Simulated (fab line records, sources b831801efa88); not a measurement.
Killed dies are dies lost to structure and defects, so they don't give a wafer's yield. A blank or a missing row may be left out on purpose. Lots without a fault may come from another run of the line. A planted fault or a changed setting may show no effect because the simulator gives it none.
Which tool did it? | flow sky130 | 14 lots, 42 wafers sampled, at 4 steps of a route of 708

WHAT THE GAUGES READ, wafer by wafer
SKY_METAL2_CD_MEAS_15: target cd 140 nm.
lot  | measured     | on        | cd_nm (nm)
L740 | day 35 13:49 | cd_sem-01 | 139.7 140.1 138.5
L744 | day 37 23:03 | cd_sem-02 | 140.4 138.9 140.0
L746 | day 38 01:12 | cd_sem-02 | 139.0 139.8 140.8
L745 | day 38 03:40 | cd_sem-01 | 141.7 139.8 141.8
L749 | day 39 07:16 | cd_sem-02 | 142.1 139.9 141.8
L748 | day 39 09:05 | cd_sem-02 | 136.9 136.0 137.5
L751 | day 39 23:57 | cd_sem-02 | 139.0 140.8 138.9
L752 | day 40 11:02 | cd_sem-01 | 140.8 140.1 139.6
L755 | day 40 20:17 | cd_sem-02 | 137.8 139.4 139.2
L754 | day 40 22:22 | cd_sem-02 | 138.6 138.4 139.6
L758 | day 41 16:35 | cd_sem-01 | 140.3 140.5 140.4
L761 | day 41 19:43 | cd_sem-02 | 139.4 138.5 138.8
L760 | day 41 23:50 | cd_sem-01 | 140.9 140.3 139.5
L762 | day 42 04:57 | cd_sem-02 | 138.6 139.0 138.6

SKY_CAPM_OVL_MEAS_12.
lot  | measured     | on         | CAPM_OVL (nm)
L740 | day 37 22:42 | overlay-01 | -2.0 -0.8 -0.5
L744 | day 40 05:33 | overlay-02 | 1.7 1.5 0.4
L746 | day 40 06:28 | overlay-02 | -1.7 -0.9 -2.2
L745 | day 40 10:01 | overlay-01 | -0.9 -1.0 0.7
L749 | day 41 11:23 | overlay-02 | -3.4 -0.9 -2.5
L748 | day 41 13:07 | overlay-02 | -2.0 -2.6 -0.2
L751 | day 42 02:52 | overlay-01 | -0.8 -0.8 -1.6
L752 | day 42 14:48 | overlay-01 | 2.2 2.3 0.9
L755 | day 42 23:10 | overlay-02 | 1.7 -0.5 1.9
L754 | day 43 02:00 | overlay-02 | -1.5 1.7 -0.5
L758 | day 43 18:01 | overlay-02 | -1.9 -1.0 1.4
L761 | day 43 21:34 | overlay-01 | 0.6 -2.2 -2.4
L760 | day 44 01:18 | overlay-02 | -2.7 -3.0 -3.6
L762 | day 44 06:21 | overlay-02 | 1.3 0.0 -1.1

SKY_VIA3_THK_MEAS_01.
lot  | measured     | on            | VIA3_HDPCVD_THK (nm)
L740 | day 39 02:31 | film_metro-03 | 1639 1625 1626
L744 | day 41 06:50 | film_metro-02 | 1650 1670 1654
L746 | day 41 08:29 | film_metro-02 | 1620 1659 1626
L745 | day 41 11:33 | film_metro-03 | 1637 1641 1619
L749 | day 42 12:52 | film_metro-03 | 1635 1618 1632
L748 | day 42 14:08 | film_metro-01 | 1622 1629 1615
L751 | day 43 03:49 | film_metro-01 | 1660 1659 1659
L752 | day 43 15:51 | film_metro-01 | 1636 1630 1654
L755 | day 43 23:57 | film_metro-01 | 1662 1640 1668
L754 | day 44 02:49 | film_metro-01 | 1653 1630 1635
L758 | day 44 18:40 | film_metro-02 | 1624 1627 1639
L762 | day 45 06:02 | film_metro-03 | 1622 1620 1619

WHICH TOOL RAN EACH LOT (tool, then ch and the chambers of the sampled wafers, then the start)
lot  | SKY_METAL3_DEVELOP_12
L740 | litho_track-02 ch 0, day 39 01:00
L744 | litho_track-04 ch 0, day 41 05:00
L746 | litho_track-01 ch 0, day 41 07:00
L745 | litho_track-01 ch 0, day 41 10:00
L749 | litho_track-02 ch 0, day 42 11:00
L748 | litho_track-04 ch 0, day 42 12:00
L751 | litho_track-01 ch 0, day 43 02:00
L752 | litho_track-02 ch 0, day 43 14:00
L755 | litho_track-01 ch 0, day 43 22:00
L754 | litho_track-02 ch 0, day 44 01:00
L758 | litho_track-01 ch 0, day 44 17:00
L761 | litho_track-01, day 44 20:00
L760 | litho_track-04, day 44 23:00
L762 | litho_track-02 ch 0, day 45 04:00
- SKY_METAL3_DEVELOP_12: develop time 60 s.

WHAT THE TOOLS THEMSELVES READ (means of the sampled wafers that have a number; where no wafer has one, the mark that the record gives instead)
SKY_METAL3_DEVELOP_12.
lot  | tool           | chill_plate_temp_C (C)
L740 | litho_track-02 | 22.87
L744 | litho_track-04 | 22.96
L746 | litho_track-01 | 23.00
L745 | litho_track-01 | 22.99
L749 | litho_track-02 | 22.98
L748 | litho_track-04 | 23.02
L751 | litho_track-01 | 23.05
L752 | litho_track-02 | 22.94
L755 | litho_track-01 | 23.10
L754 | litho_track-02 | 23.05
L758 | litho_track-01 | 22.86
L761 | litho_track-01 | -
L760 | litho_track-04 | -
L762 | litho_track-02 | 22.86

THE ANSWER, worked out from the rows above alone
Rule: what is usual is taken from the lots themselves. Put in order of their means at a reading, lots are off if they are a third of the lots or fewer, leave a main group of 4 or more, and stand apart from it by a gap of 3 or more times the standard deviation of the main group's means; of several such gaps the widest counts. A main group whose means are all the same, to the digits that the tables above print for the reading, isn't used. A lot without any number at a reading at which 4 lots or more have one is off too. The other lots that the step has rows for count as sound. The gauges are gone through in route order, then the tools' own readings, and for those a lot's mean is taken as printed above. The first step at which some lot is off is used, and at that step the reading that is off furthest; a lot without a number counts as furthest.
Off: L761, L760, at SKY_METAL3_DEVELOP_12 (chill_plate_temp_C). Without a number there: L761, L760. The main group: mean 22.97 C, standard deviation 0.076.
A tool fits if, at that step or a process step before it, it ran every lot that is off, and no sound lot after the first of them. None of those tried fits.

WHAT THE SIMULATOR HAD PUT IN
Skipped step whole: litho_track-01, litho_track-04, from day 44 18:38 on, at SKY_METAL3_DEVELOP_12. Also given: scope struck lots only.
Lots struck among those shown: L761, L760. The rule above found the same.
